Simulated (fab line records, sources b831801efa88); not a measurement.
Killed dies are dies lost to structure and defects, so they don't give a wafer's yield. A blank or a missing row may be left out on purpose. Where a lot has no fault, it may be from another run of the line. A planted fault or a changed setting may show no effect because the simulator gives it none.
fab line records	flow gf180mcu	part 1 of 2: steps 1 to 27 of 28
record: lots: 7	wafers: 21	lastDay: 35
route steps=602 shown VT_IMPLANT@131 MVSD@136 NWELL@137 LVPWELL@138 MVPSD@139 DUAL_GATE@141 POLY_GATE@157 PASSIVATION@602
lots untouched by any fault: they come from a run of this same line in which no faults occurred
startH: hours from the record's opening day to when the first of the lot's shown wafers began	waitH: hours from the lot's prior step to this one	" unchanged from the row above	L1.1+2: several wafers, shown together as one row	- either no value or no given start	* or withheld: withheld	< > ~ a bound
route shown NAME@n: NAME is a module with steps in the file, n the number in the route of the first one	usual: mean/standard deviation of fault-free wafers	same: alike in all rows	chamber/n: place in a boat	sites: readings site by site	_std_site: their standard deviation	_edge_site: outer sites' mean less inner sites'	radiusMm: for every site, how far away it sits from the centre of the wafer	mask NAME#n: copy n	behind: the most recent tool/chamber to have shaped the wafer	hold: cause of the lot's hold/its duration in hours/its outcome	device: whichever transistor did not switch (one of n, p or np)	end of line: the route-end tests of the same wafers	a step without rows: its recipe alone	killed: dies lost to structure and defects at the first sort, not the wafer's yield	map: dies across one wafer; x = killed, . = not, _ = none there
set.NAME: the setting as run; set.NAME@STEP: as run at that earlier step	model.NAME: the simulator's own value behind a step, which no gauge read
lots at some steps of the route; a table a step, a row a wafer
services: from which hour (startH, from the record's first day; less than 0 if before it) a tool's chamber was out of use, for how many hours, and why
== steps ==
step: GF_VT_IMPLANT_IMPLANT_41
recipe: species: As	energyKev: 70	doseCm2: 1.013e+12	tiltDeg: 7
step: GF_VT_IMPLANT_STRIP_42
recipe: chemistry: O2/N2	powerW: 1400	pressureMtorr: 1500	platenTempC: 250	o2FlowSccm: 3000	n2FlowSccm: 300	overashFraction: 0.5
usual: drypumpMotorCurrentA: 5.7/0.34	heaterPowerW: 335/32	oesProductAu: 0.716/0.0045	platenTempC: 249.98/0.19	stripTimeToEndpointS: 12.64/0.032
lot.wafer	tool	chamber	startH	waitH	drypumpMotorCurrentA	heaterPowerW	oesProductAu	platenTempC	rfHoursCounterH	stripTimeToEndpointS
L674.2	plasmaAsher-01	1	192.79	0.1	5.7	353	0.709	249.71	52	12.59
L674.4	"	1	"	"	5.7	359	0.721	250.01	-	12.62
L674.5	"	1	"	"	5.7	344	0.724	249.67	-	12.63
L676.3	plasmaAsher-01	0	209.63	0.1	5.9	308	0.713	249.95	-	12.64
L676.5	"	1	"	"	5.7	356	0.721	250.09	-	12.66
L676.6	"	0	"	"	5.9	303	0.711	249.87	-	12.66
L677.2	plasmaAsher-01	0	219.14	0.1	5.9	308	0.716	249.88	55	12.65
L677.4	"	1	"	"	5.7	360	0.709	249.69	-	12.64
L677.5	"	1	"	"	5.8	354	0.723	249.95	-	12.66
L678.2	plasmaAsher-03	1	220.03	0.1	4.8	297	0.716	250.28	58	12.63
L678.3	"	1	"	"	4.8	295	0.714	250.32	-	12.68
L678.4	"	0	"	"	6.0	397	0.716	249.80	-	12.59
L688.1	plasmaAsher-01	1	286.04	0.1	5.7	351	0.710	250.05	62	12.67
L688.5	"	0	"	"	5.9	321	0.712	249.88	-	12.63
L688.6	"	1	"	"	5.7	346	0.715	250.20	-	12.63
L689.1	plasmaAsher-02	1	290.99	0.1	5.9	320	0.717	249.68	16	12.64
L689.4	"	0	"	"	5.5	331	0.718	250.00	-	12.62
L689.5	"	1	"	"	5.9	332	0.709	250.26	-	12.59
L693.1	plasmaAsher-02	0	322.14	0.1	5.6	327	0.714	250.01	19	12.67
L693.4	"	0	"	"	5.6	316	0.718	249.58	-	12.68
L693.5	"	1	"	"	5.9	328	0.712	249.95	-	12.66
step: GF_VT_IMPLANT_TW_MEAS_43
usual: VT_IMPLANT_4_TW: 692/6.1
lot.wafer	tool	chamber	startH	waitH	VT_IMPLANT_4_TW
L674.2	filmMetro-02	-	192.90	0.1	686
L674.4	"	-	"	"	687
L674.5	"	-	"	"	687
L676.3	filmMetro-03	-	209.71	0.1	686
L676.5	"	-	"	"	681
L676.6	"	-	"	"	685
L677.2	filmMetro-02	-	219.25	0.1	690
L677.4	"	-	"	"	692
L677.5	"	-	"	"	691
L678.2	filmMetro-02	-	220.14	0.1	690
L678.3	"	-	"	"	689
L678.4	"	-	"	"	693
L688.1	filmMetro-04	-	286.14	0.1	700
L688.5	"	-	"	"	698
L688.6	"	-	"	"	699
L689.1	filmMetro-02	-	291.09	0.1	689
L689.4	"	-	"	"	693
L689.5	"	-	"	"	694
L693.1	filmMetro-02	-	322.24	0.1	685
L693.4	"	-	"	"	685
L693.5	"	-	"	"	684
step: GF_VT_IMPLANT_CLEAN_44
recipe: chemistry: SC1/SC2	mix: 1:4:20	tempC: 70	timeS: 150	dry: n2Spin
step: GF_VT_IMPLANT_RTA_45
recipe: tempC: 1050	timeS: 30	ambient: N2
usual: lampPowerPct: 33.9/0.45	wafer_temp_C_max: 1055.6/0.98
lot.wafer	tool	chamber	startH	waitH	lampPowerPct	wafer_temp_C_max
L674.2	rtpAnneal-02	0	193.09	0.0	33.5	1055.1
L674.4	"	0	"	"	33.6	1055.7
L674.5	"	0	"	"	33.5	1054.7
L676.3	rtpAnneal-01	0	209.84	0.0	34.4	1054.6
L676.5	"	0	"	"	34.5	1056.1
L676.6	"	0	"	"	34.5	1057.6
L677.2	rtpAnneal-02	0	219.37	0.0	33.5	1055.0
L677.4	"	0	"	"	33.5	1055.5
L677.5	"	0	"	"	33.5	1054.1
L678.2	rtpAnneal-01	0	220.25	0.0	34.4	1056.4
L678.3	"	0	"	"	34.4	1057.3
L678.4	"	0	"	"	34.5	1055.0
L688.1	rtpAnneal-02	0	286.25	0.0	33.5	1054.9
L688.5	"	0	"	"	33.5	1055.3
L688.6	"	0	"	"	33.5	1055.3
L689.1	rtpAnneal-01	0	291.21	0.0	34.4	1057.5
L689.4	"	0	"	"	34.5	1055.5
L689.5	"	0	"	"	34.4	1056.5
L693.1	rtpAnneal-01	0	322.35	0.0	34.4	1055.0
L693.4	"	0	"	"	34.5	1055.7
L693.5	"	0	"	"	34.4	1055.5
step: GF_VT_IMPLANT_RS_MEAS_46
recipe: thkMeasGauge: four-point-probe
usual: MVSD_RS: 456.3/1.1
lot.wafer	tool	chamber	startH	waitH	MVSD_RS[ohm/sq]
L674.2	filmMetro-04	-	193.27	0.2	456.0
L674.4	"	-	"	"	455.7
L674.5	"	-	"	"	456.5
L676.3	filmMetro-03	-	209.94	0.1	456.4
L676.5	"	-	"	"	456.1
L676.6	"	-	"	"	456.6
L677.2	filmMetro-03	-	219.48	0.1	453.5
L677.4	"	-	"	"	456.1
L677.5	"	-	"	"	453.9
L678.2	filmMetro-04	-	220.36	0.1	455.3
L678.3	"	-	"	"	455.5
L678.4	"	-	"	"	455.9
L688.1	filmMetro-01	-	286.35	0.1	458.7
L688.5	"	-	"	"	455.9
L688.6	"	-	"	"	456.3
L689.1	filmMetro-01	-	291.31	0.1	456.9
L689.4	"	-	"	"	456.1
L689.5	"	-	"	"	455.7
L693.1	filmMetro-01	-	322.45	0.1	457.3
L693.4	"	-	"	"	458.0
L693.5	"	-	"	"	457.9
step: GF_VT_IMPLANT_RS_MEAS_47
recipe: thkMeasGauge: four-point-probe
usual: NWELL_RS: 487.0/1.4
lot.wafer	tool	chamber	startH	waitH	NWELL_RS[ohm/sq]
L674.2	filmMetro-04	-	193.39	0.1	488.0
L674.4	"	-	"	"	487.0
L674.5	"	-	"	"	488.3
L676.3	filmMetro-03	-	210.06	0.1	489.4
L676.5	"	-	"	"	488.5
L676.6	"	-	"	"	488.9
L677.2	filmMetro-03	-	219.60	0.1	486.8
L677.4	"	-	"	"	487.6
L677.5	"	-	"	"	487.2
L678.2	filmMetro-04	-	220.48	0.1	487.7
L678.3	"	-	"	"	487.1
L678.4	"	-	"	"	488.5
L688.1	filmMetro-01	-	286.47	0.1	486.6
L688.5	"	-	"	"	486.3
L688.6	"	-	"	"	486.6
L689.1	filmMetro-01	-	291.43	0.1	487.0
L689.4	"	-	"	"	486.8
L689.5	"	-	"	"	485.8
L693.1	filmMetro-01	-	322.57	0.1	487.9
L693.4	"	-	"	"	487.3
L693.5	"	-	"	"	487.2
step: GF_VT_IMPLANT_RS_MEAS_48
recipe: thkMeasGauge: four-point-probe
usual: LVPWELL_RS: 1195/3.3
lot.wafer	tool	chamber	startH	waitH	LVPWELL_RS[ohm/sq]
L674.2	filmMetro-04	-	193.51	0.1	1195
L674.4	"	-	"	"	1195
L674.5	"	-	"	"	1194
L676.3	filmMetro-03	-	210.18	0.1	1196
L676.5	"	-	"	"	1195
L676.6	"	-	"	"	1200
L677.2	filmMetro-03	-	219.72	0.1	1201
L677.4	"	-	"	"	1195
L677.5	"	-	"	"	1193
L678.2	filmMetro-04	-	220.60	0.1	1201
L678.3	"	-	"	"	1204
L678.4	"	-	"	"	1200
L688.1	filmMetro-01	-	286.59	0.1	1199
L688.5	"	-	"	"	1196
L688.6	"	-	"	"	1197
L689.1	filmMetro-01	-	291.55	0.1	1191
L689.4	"	-	"	"	1193
L689.5	"	-	"	"	1192
L693.1	filmMetro-01	-	322.69	0.1	1189
L693.4	"	-	"	"	1191
L693.5	"	-	"	"	1191
step: GF_VT_IMPLANT_RS_MEAS_49
recipe: thkMeasGauge: four-point-probe
usual: MVPSD_RS: 1168/3
lot.wafer	tool	chamber	startH	waitH	MVPSD_RS[ohm/sq]
L674.2	filmMetro-04	-	193.63	0.1	1168
L674.4	"	-	"	"	1166
L674.5	"	-	"	"	1166
L676.3	filmMetro-03	-	210.30	0.1	1174
L676.5	"	-	"	"	1171
L676.6	"	-	"	"	1171
L677.2	filmMetro-03	-	219.84	0.1	1166
L677.4	"	-	"	"	1167
L677.5	"	-	"	"	1166
L678.2	filmMetro-04	-	220.72	0.1	1168
L678.3	"	-	"	"	1171
L678.4	"	-	"	"	1170
L688.1	filmMetro-01	-	286.71	0.1	1163
L688.5	"	-	"	"	1164
L688.6	"	-	"	"	1161
L689.1	filmMetro-01	-	291.67	0.1	1169
L689.4	"	-	"	"	1167
L689.5	"	-	"	"	1170
L693.1	filmMetro-01	-	322.81	0.1	1164
L693.4	"	-	"	"	1162
L693.5	"	-	"	"	1166
step: GF_VT_IMPLANT_WET_ETCH_50
recipe: chemistry: dHF	targetDepthNm: 20	target: SiO2	tempC: 25	dilution: 100:1	timeS: 400
step: GF_DUAL_GATE_CLEAN_00
recipe: chemistry: SC1/SC2	mix: 1:4:20	tempC: 70	timeS: 150
step: GF_DUAL_GATE_CLEAN_01
recipe: chemistry: dHF	timeS: 20	dilution: 100:1	dry: ipaMarangoni
step: GF_DUAL_GATE_OXIDATION_02
recipe: tempC: 900	ambient: O2	stabiliseS: 600	purgeS: 300	targetThkA: 108.87	oxTimeS: 1602
usual: spikeTcCentreC: 900.7/0.97	spikeTcLowerC: 901.5/1.2	spikeTcTopC: 907.8/1.1	tubeCenterTempC: 899.99/0.085	tube_center_temp_C_max: 902.3/0.36	zonePowerBottomPct: 25.4/0.59
same: oxTimeS: 1602
lot.wafer	tool	chamber	startH	waitH	spikeTcCentreC	spikeTcLowerC	spikeTcTopC	tubeCenterTempC	tube_center_temp_C_max	zonePowerBottomPct	model.SiO2_of_DUAL_GATE_OXIDATION_02.thkNm
L674.2	furnace-01	0	194.04	0.0	900.7	900.8	907.4	900.14	903.1	24.7	10.92
L674.4	"	0	"	"	898.3	900.2	906.5	899.93	901.9	24.6	10.9
L674.5	"	0	"	"	899.2	899.6	905.7	900.01	902.2	24.9	10.87
L676.3	furnace-02	0	210.57	0.0	896.8	897.5	903.3	896.3	898.1	26.3	10.59
L676.5	"	0	"	"	897.0	898.6	903.6	896.28	898.4	26.0	10.72
L676.6	"	0	"	"	897.5	898.0	903.6	896.22	898.9	25.7	10.6
L677.2	furnace-02	0	221.12	1.0	897.1	898.7	904.4	896.34	898.3	25.8	10.62
L677.4	"	0	"	"	899.2	899.1	906.3	896.33	899.2	25.5	10.65
L677.5	"	0	"	"	896.3	898.6	904.1	896.44	898.8	26.0	10.63
L678.2	furnace-02	0	221.12	0.1	898.2	899.6	903.0	896.35	898.4	25.4	11.03
L678.3	"	0	"	"	896.8	897.5	904.0	896.28	899.1	25.5	11.11
L678.4	"	0	"	"	896.2	897.2	903.2	896.31	898.4	25.4	10.98
L688.1	furnace-02	0	287.61	0.6	900.5	900.8	905.0	900.08	902.2	25.7	11.07
L688.5	"	0	"	"	900.8	903.0	907.0	899.95	902.3	26.0	11.1
L688.6	"	0	"	"	901.1	901.9	907.3	899.97	902.0	26.0	10.99
L689.1	furnace-02	0	292.17	0.2	902.2	901.2	907.2	899.85	902.3	25.7	11.24
L689.4	"	0	"	"	900.4	903.8	908.3	899.95	901.6	26.3	11.36
L689.5	"	0	"	"	903.3	902.6	908.4	900.1	902.5	25.9	11.42
L693.1	furnace-01	0	323.13	0.0	899.8	899.2	906.4	899.96	902.2	24.6	10.88
L693.4	"	0	"	"	901.2	900.6	908.3	900.05	902.0	24.6	10.79
L693.5	"	0	"	"	900.0	902.8	908.3	899.82	902.6	24.9	10.84
step: GF_DUAL_GATE_THK_MEAS_03
recipe: reads: SiO2_of_DUAL_GATE_OXIDATION_02
usual: DUAL_GATE_OXIDATION_00_THK: 11.13/0.23
lot.wafer	tool	chamber	startH	waitH	DUAL_GATE_OXIDATION_00_THK[nm]
L674.2	filmMetro-02	-	195.49	0.0	10.95
L674.4	"	-	"	"	10.91
L674.5	"	-	"	"	10.84
L676.3	filmMetro-02	-	212.03	0.0	10.64
L676.5	"	-	"	"	10.77
L676.6	"	-	"	"	10.68
L677.2	filmMetro-02	-	222.58	0.0	10.62
L677.4	"	-	"	"	10.69
L677.5	"	-	"	"	10.64
L678.2	filmMetro-03	-	222.58	0.0	10.97
L678.3	"	-	"	"	11.09
L678.4	"	-	"	"	10.96
L688.1	filmMetro-02	-	289.06	0.0	11.08
L688.5	"	-	"	"	11.09
L688.6	"	-	"	"	10.95
L689.1	filmMetro-02	-	293.62	0.0	11.23
L689.4	"	-	"	"	11.30
L689.5	"	-	"	"	11.43
L693.1	filmMetro-02	-	324.57	0.0	10.86
L693.4	"	-	"	"	10.81
L693.5	"	-	"	"	10.83
step: GF_DUAL_GATE_DEHYDRATE_04
recipe: tempC: 200	timeS: 60
step: GF_DUAL_GATE_HMDS_05
recipe: primeTimeS: 60	primeTempC: 120
step: GF_DUAL_GATE_COAT_06
recipe: resist: NOVOLAK	spinRpm: 3000	resistThkNm: 1000
step: GF_DUAL_GATE_SOFTBAKE_07
recipe: tempC: 90	timeS: 60	resist: NOVOLAK
step: GF_DUAL_GATE_EXPOSE_08
recipe: maskId: Dualgate	targetCdNm: 700	na: 0.6	sourceShape: conventional	sigmaOuter: 0.6	doseMj: 140
step: GF_DUAL_GATE_PEB_09
recipe: tempC: withheld	timeS: *	resist: NOVOLAK
step: GF_DUAL_GATE_DEVELOP_10
recipe: developTimeS: 60	devTempC: 23
step: GF_DUAL_GATE_OVL_MEAS_11
usual: DUAL_GATE_OVL: -0.8/1.3
lot.wafer	tool	chamber	startH	waitH	DUAL_GATE_OVL[nm]
L674.2	overlay-02	-	213.21	0.1	0.2
L674.4	"	-	"	"	0.6
L674.5	"	-	"	"	-0.6
L676.3	overlay-02	-	229.42	0.1	-1.5
L676.5	"	-	"	"	-0.4
L676.6	"	-	"	"	0.3
L677.2	overlay-02	-	240.92	0.1	1.0
L677.4	"	-	"	"	0.1
L677.5	"	-	"	"	1.0
L678.2	overlay-01	-	240.96	0.1	-3.2
L678.3	"	-	"	"	-1.8
L678.4	"	-	"	"	-3.4
L688.1	overlay-01	-	309.71	0.1	-0.8
L688.5	"	-	"	"	-1.5
L688.6	"	-	"	"	0.6
L689.1	overlay-02	-	314.91	0.1	-1.3
L689.4	"	-	"	"	-0.6
L689.5	"	-	"	"	-0.2
L693.1	overlay-02	-	346.36	0.1	-0.4
L693.4	"	-	"	"	1.0
L693.5	"	-	"	"	-1.6
step: GF_DUAL_GATE_WET_ETCH_12
recipe: chemistry: dHF	targetDepthNm: 13	dry: n2Spin	target: SiO2	tempC: 25	dilution: 100:1	timeS: 260
step: GF_DUAL_GATE_STRIP_13
recipe: chemistry: O2/N2	powerW: 1400	pressureMtorr: 1500	platenTempC: 250	o2FlowSccm: 3000	n2FlowSccm: 300	overashFraction: 0.5
usual: drypumpMotorCurrentA: 5.5/0.46	heaterPowerW: 350/41	oesProductAu: 0.716/0.0045	platenTempC: 250.04/0.2	stripTimeToEndpointS: 12.63/0.034
lot.wafer	tool	chamber	startH	waitH	drypumpMotorCurrentA	heaterPowerW	oesProductAu	platenTempC	rfHoursCounterH	stripTimeToEndpointS
L674.2	plasmaAsher-03	0	213.32	0.0	6.0	401	0.717	250.06	58	12.58
L674.4	"	1	"	"	4.9	301	0.705	250.09	-	12.60
L674.5	"	1	"	"	4.8	305	0.706	250.13	-	12.62
L676.3	plasmaAsher-01	1	229.56	0.0	5.8	353	0.717	250.16	-	12.64
L676.5	"	0	"	"	5.9	305	0.718	250.26	-	12.65
L676.6	"	1	"	"	5.7	363	0.713	250.10	-	12.62
L677.2	plasmaAsher-03	0	241.04	0.0	6.0	408	0.720	250.29	61	12.62
L677.4	"	0	"	"	6.0	404	0.717	250.27	-	12.67
L677.5	"	1	"	"	4.8	304	0.716	250.24	-	12.63
L678.2	plasmaAsher-04	0	241.21	0.0	5.1	358	0.708	250.15	43	12.58
L678.3	"	0	"	"	5.1	360	0.712	250.03	-	12.59
L678.4	"	1	"	"	5.6	390	0.717	249.96	-	12.59
L688.1	plasmaAsher-04	0	309.82	0.0	5.1	351	0.719	250.29	50	12.63
L688.5	"	0	"	"	5.1	355	0.720	250.14	-	12.63
L688.6	"	1	"	"	5.6	381	0.720	250.20	-	12.62
L689.1	plasmaAsher-04	0	315.03	0.0	5.1	365	0.717	250.12	50	12.60
L689.4	"	0	"	"	5.1	353	0.709	250.22	-	12.57
L689.5	"	0	"	"	5.1	353	0.717	250.42	-	12.59
L693.1	plasmaAsher-03	1	346.47	0.0	4.8	303	0.712	249.99	72	12.66
L693.4	"	1	"	"	4.8	301	0.718	250.03	-	12.68
L693.5	"	1	"	"	4.8	307	0.716	249.92	-	12.64
step: GF_DUAL_GATE_CLEAN_14
recipe: chemistry: SC1/SC2	mix: 1:4:20	tempC: 70	timeS: 150	dry: n2Spin
step: GF_DUAL_GATE_OXIDATION_15
recipe: tempC: 850	ambient: O2	stabiliseS: 600	purgeS: 300	targetThkA: 70.98	oxTimeS: 1995
usual: spikeTcCentreC: 850.7/1	spikeTcLowerC: 851.3/1.2	spikeTcTopC: 858.6/1.1	tubeCenterTempC: 849.99/0.073	tube_center_temp_C_max: 852.2/0.41	zonePowerBottomPct: 22.7/0.52
same: oxTimeS: 1995
lot.wafer	tool	chamber	startH	waitH	spikeTcCentreC	spikeTcLowerC	spikeTcTopC	tubeCenterTempC	tube_center_temp_C_max	zonePowerBottomPct	model.SiO2_of_DUAL_GATE_OXIDATION_02.thkNm
L674.2	furnace-02	0	213.47	0.0	850.2	850.5	858.6	850.06	853.1	23.1	14.61
L674.4	"	0	"	"	850.8	852.0	857.9	850.12	852.1	23.2	14.58
L674.5	"	0	"	"	851.7	850.2	857.5	850.05	852.0	23.1	14.66
L676.3	furnace-02	0	229.67	0.0	849.9	852.3	856.6	850.12	852.1	22.9	14.26
L676.5	"	0	"	"	850.7	851.8	859.6	850.02	852.2	22.9	14.36
L676.6	"	0	"	"	850.4	852.2	859.2	850	852.4	23.1	14.32
L677.2	furnace-02	0	242.76	1.6	850.9	848.5	857.2	849.94	851.9	23.1	14.37
L677.4	"	0	"	"	851.4	851.6	860.1	849.93	853.0	23.2	14.41
L677.5	"	0	"	"	850.2	850.1	858.3	849.99	852.7	23.1	14.36
L678.2	furnace-02	0	242.76	1.4	851.7	851.0	858.5	849.92	852.1	23.1	14.57
L678.3	"	0	"	"	851.8	851.9	856.9	850	852.3	23.1	14.6
L678.4	"	0	"	"	851.3	850.5	858.9	850	852.8	22.8	14.53
L688.1	furnace-01	0	310.20	0.2	852.1	848.7	858.5	849.94	852.8	22.7	14.69
L688.5	"	0	"	"	849.5	850.2	858.4	849.98	852.0	22.1	14.76
L688.6	"	0	"	"	851.2	850.8	859.4	849.91	851.9	22.6	14.64
L689.1	furnace-01	0	315.28	0.1	850.3	849.8	857.7	849.96	851.9	22.3	14.86
L689.4	"	0	"	"	851.6	851.5	861.2	849.89	852.2	22.4	14.93
L689.5	"	0	"	"	850.2	850.8	858.6	849.86	852.2	22.4	15
L693.1	furnace-01	0	346.86	0.2	850.8	850.9	860.9	850.13	852.3	22.2	14.55
L693.4	"	0	"	"	850.7	850.1	860.0	850.02	852.4	22.4	14.47
L693.5	"	0	"	"	849.7	851.6	858.3	849.89	851.4	21.9	14.55
step: GF_POLY_GATE_CVD_00
recipe: material: poly-Si	targetThkNm: 200	tempC: 620	timeS: 1200	pressureMtorr: 200
== key ==
firstSign: step: GF_DUAL_GATE_OXIDATION_02	reading: tubeCenterTempC	direction: down	sigmas: 41	usual: *	struck: *
effect: step: GF_DUAL_GATE_OXIDATION_02	reading: tube_center_temp_C_max	direction: down	sigmas: 10	usual: *	struck: *
effect: step: GF_DUAL_GATE_THK_MEAS_03	reading: DUAL_GATE_OXIDATION_00_THK	direction: down	sigmas: 1.5	usual: 11.13	struck: 10.78
modelEffect: step: GF_DUAL_GATE_OXIDATION_02	value: SiO2_of_DUAL_GATE_OXIDATION_02.thkNm	without: 11.19	struck: 10.77
modelEffect: step: GF_DUAL_GATE_OXIDATION_15	value: SiO2_of_DUAL_GATE_OXIDATION_02.thkNm	without: 14.78	struck: 14.42
modelEffect: step: GF_PASSIVATION_PROBE_99	value: etest.nmos_6p0_turned.driveUaUm	without: 568.6	struck: 583.9
metAt GF_DUAL_GATE_OXIDATION_02
struckWafers L676.3,L676.5,L676.6,L677.2,L677.4,L677.5,L678.2,L678.3,L678.4
testerLeftOut L676,L677,L678
fault: kind: processParameterDrift	tool: furnace-02	chamber: -	onsetH: 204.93	steps: GF_DUAL_GATE_OXIDATION_02	channel: tempC	offset: *	shape: step	endH: 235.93	actsIn: *	stated: *
testerLeftOut: of these lots the tester's yield and bins aren't shown, on N5 and GAA mostly nor the transistor test; their killed dies are dies lost to structure and defects alone, not to doping, threshold or leakage, so they don't give the yield
